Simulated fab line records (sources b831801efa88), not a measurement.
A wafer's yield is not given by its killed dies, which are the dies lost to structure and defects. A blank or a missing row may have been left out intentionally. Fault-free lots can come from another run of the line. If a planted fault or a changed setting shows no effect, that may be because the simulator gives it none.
2 desks looking at one fault + flow sky130 + every desk sees just its own numbers, and what lay behind them comes last

== THE METROLOGY DESK ==
What the gauges read for every lot (on any tool): the sampled wafers with a number, averaged. If a lot's mean is further than 4 standard deviations from the usual mean, the lot is out of limits and carries the mark OUT (the distance appears in the brackets).
Columns: A = LI_CONTACT_BOW at SKY_LI_CONTACT_BOW_MEAS_03, usual 57 um; B = LOCAL_INTERCONNECT_TIN_THK at SKY_LOCAL_INTERCONNECT_THK_MEAS_02, usual 98.5 nm
| lot  | first seen here | A  | B     |
|------|-----------------|----|-------|
| L633 | day 28 11:00    | 58 | 97.2  |
| L635 | day 29 08:00    | 61 | 99.2  |
| L640 | day 30 18:20    | 60 | 98.3  |
| L641 | day 31 01:15    | 57 | 99.0  |
| L648 | day 33 12:39    | 60 | 98.2  |
| L649 | day 33 18:18    | 53 | 98.6  |
| L651 | day 34 09:56    | 56 | 98.4  |
| L652 | day 34 11:45    | 56 | 100.8 |
| L653 | day 34 22:20    | 65 | 98.3  |
| L654 | day 35 04:57    | 58 | 99.1  |
| L655 | day 35 14:11    | 51 | 97.5  |
This desk found nothing out of limits on any of the 11 lots.

== TOOL OWNER'S DESK, rieDiel-01 ==
The tool's own readings at SKY_LI_CONTACT_ETCH_14 (etches BARC in N2/H2, stops on SiO2, time 45.9 s, target depth 60 nm): means of the sampled wafers that have a number, for each lot that ran on this tool. If a lot's mean is further than 4 standard deviations from the usual mean, the lot is out of limits and carries the mark OUT (the distance appears in the brackets).
Columns: A = drypumpMotorCurrentA at SKY_LI_CONTACT_ETCH_14, usual 5.7 A; B = h2FlowSccm at SKY_LI_CONTACT_ETCH_14, usual 200.0 sccm; C = oesProductAu at SKY_LI_CONTACT_ETCH_14, usual 0.855 a.u.; D = runLengthS at SKY_LI_CONTACT_ETCH_14, usual 73.9 s; E = throttleValvePct at SKY_LI_CONTACT_ETCH_14, usual 13.223 %
| lot  | first seen here | A   | B     | C               | D               | E      |
|------|-----------------|-----|-------|-----------------|-----------------|--------|
| L633 | day 29 15:18    | 5.1 | 199.7 | 0.856           | 73.6            | 13.221 |
| L640 | day 31 22:09    | 5.9 | 200.0 | 0.643 (-44) OUT | 110.0 (+63) OUT | 13.207 |
| L641 | day 32 04:54    | 5.5 | 199.2 | 0.649 (-43) OUT | 109.8 (+63) OUT | 13.214 |
| L652 | day 35 14:07    | 5.3 | 200.1 | 0.856           | 74.2            | 13.214 |
This desk's finding: out of limits on L640, L641; first on L640, day 31 22:09 (oesProductAu at SKY_LI_CONTACT_ETCH_14). L633, L652 stayed within limits.

== ALL TOGETHER ==
The tool owner's desk could have raised an alarm at day 31 22:09, on L640, L641.
At the metrology desk, nothing out of limits was observed.
The metrology desk holds a record of L640, L641, inside its limits.
Every lot named ran SKY_LI_CONTACT_ETCH_14 on rieDiel-01.

== WHAT HAD BEEN PUT IN BY THE SIMULATOR ==
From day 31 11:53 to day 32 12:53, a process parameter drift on rieDiel-01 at SKY_LI_CONTACT_ETCH_14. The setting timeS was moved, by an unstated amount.
Shown lots that were struck: L640, L641.
Time in hours from fault onset to the first out-of-limits reading at each desk: the tool owner's desk, 10.
